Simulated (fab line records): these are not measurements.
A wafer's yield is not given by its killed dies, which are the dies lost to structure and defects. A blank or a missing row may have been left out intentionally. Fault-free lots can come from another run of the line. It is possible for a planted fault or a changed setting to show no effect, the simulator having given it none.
Shared-tool check	flow gf180mcu	Sample size 11 lots and 33 wafers

== WHY IT WAS OPENED ==
2 of 11 lots carry a flag on the reading NSD_TW at GF_NSD_TW_MEAS_12. Wafers without a fault read 4262, standard deviation 23.
Rule: a lot is flagged in two cases, either no wafer of it has a number, or all its wafers with numbers fall more than 4 standard deviations from that mean. The other lots count as sound.

lot	measured	on	NSD_TW, wafer by wafer	flag
L270	day 13 19:53	filmMetro-01	4261 4227 4269	
L271	day 14 09:41	filmMetro-02	4243 4255 4239	
L272	day 15 00:53	filmMetro-01	4257 4282 4255	
L273	day 15 09:10	filmMetro-03	4291 4296 4262	
L280	day 17 15:36	filmMetro-01	4096 4083 4084	FLAGGED
L283	day 18 13:43	filmMetro-02	4241 4251 4258	
L284	day 19 09:12	filmMetro-03	4112 4125 4130	FLAGGED
L286	day 19 13:51	filmMetro-03	4292 4271 4291	
L288	day 20 14:08	filmMetro-01	4243 4245 4252	
L292	day 21 15:41	filmMetro-02	4261 4272 4282	
L291	day 21 17:10	filmMetro-02	4292 4278 4289	
On average the flagged lots' numbers are 4105, which is -157 against the usual, or -7 standard deviations.

== WHICH TOOL RAN EACH LOT ==
The record holds 2 process steps before the reading, out of a route of 602 steps. Read each cell as the tool, then ch plus the chambers that the sampled wafers visited, then the start.
lot	flag	GF_NSD_IMPLANT_09	GF_NSD_STRIP_11
L270		implanter-01 ch 0, day 13 19:29	plasmaAsher-03 ch 0,1, day 13 19:47
L271		implanter-03 ch 0, day 14 09:17	plasmaAsher-04 ch 0,1, day 14 09:34
L272		implanter-02 ch 0, day 15 00:31	plasmaAsher-03 ch 1, day 15 00:47
L273		implanter-02 ch 0, day 15 08:46	plasmaAsher-04 ch 0,1, day 15 09:04
L280	FLAGGED	implanter-03 ch 0, day 17 15:14	plasmaAsher-04 ch 0,1, day 17 15:31
L283		implanter-01 ch 0, day 18 13:19	plasmaAsher-01 ch 0,1, day 18 13:37
L284	FLAGGED	implanter-03 ch 0, day 19 08:48	plasmaAsher-04 ch 0,1, day 19 09:06
L286		implanter-01 ch 0, day 19 13:27	plasmaAsher-04 ch 0,1, day 19 13:45
L288		implanter-01 ch 0, day 20 13:46	plasmaAsher-01 ch 0,1, day 20 14:03
L292		implanter-03 ch 0, day 21 15:19	plasmaAsher-03 ch 0,1, day 21 15:36
L291		implanter-01 ch 0, day 21 16:46	plasmaAsher-03 ch 0,1, day 21 17:04
These steps, and what they do:
- GF_NSD_IMPLANT_09
- GF_NSD_STRIP_11: strips in O2/N2.
- GF_NSD_TW_MEAS_12

== FLAGGED AGAINST TOTAL, ONE TOOL AT A TIME (gauges that did the reading follow at the end) ==
step	tool	lots run	flagged	share of the flagged lots	sound lots run after its first flagged lot
GF_NSD_IMPLANT_09	implanter-01	5	0	none	-
GF_NSD_IMPLANT_09	implanter-02	2	0	none	-
GF_NSD_IMPLANT_09	implanter-03	4	2	all	1 (L292)
GF_NSD_STRIP_11	plasmaAsher-01	2	0	none	-
GF_NSD_STRIP_11	plasmaAsher-03	4	0	none	-
GF_NSD_STRIP_11	plasmaAsher-04	5	2	all	1 (L286)
GF_NSD_TW_MEAS_12	filmMetro-01	4	1	some	1 (L288)
GF_NSD_TW_MEAS_12	filmMetro-02	4	0	none	-
GF_NSD_TW_MEAS_12	filmMetro-03	3	1	some	1 (L286)

== WHAT THE TABLE PERMITS ==
Every flagged lot went through 2 rows of the table: implanter-03 at GF_NSD_IMPLANT_09 and plasmaAsher-04 at GF_NSD_STRIP_11.
- implanter-03 at GF_NSD_IMPLANT_09 ran 4 lots, 2 of them flagged. After the first flagged lot (L292), sound lots still ran on it; a lasting fault on the whole tool would not permit that. Its own readings lie more than 4 standard deviations out on every wafer of the flagged lots: beamEnergyKeV.
- plasmaAsher-04 at GF_NSD_STRIP_11 ran 5 lots, 2 of them flagged. After the first flagged lot (L286), sound lots still ran on it; a lasting fault on the whole tool would not permit that. Its own readings lie more than 4 standard deviations out on every wafer of the flagged lots: stripTimeToEndpointS.
No row of the table ran every flagged lot and no sound lot after the first.

== WHAT HAD BEEN PUT IN BY THE SIMULATOR ==
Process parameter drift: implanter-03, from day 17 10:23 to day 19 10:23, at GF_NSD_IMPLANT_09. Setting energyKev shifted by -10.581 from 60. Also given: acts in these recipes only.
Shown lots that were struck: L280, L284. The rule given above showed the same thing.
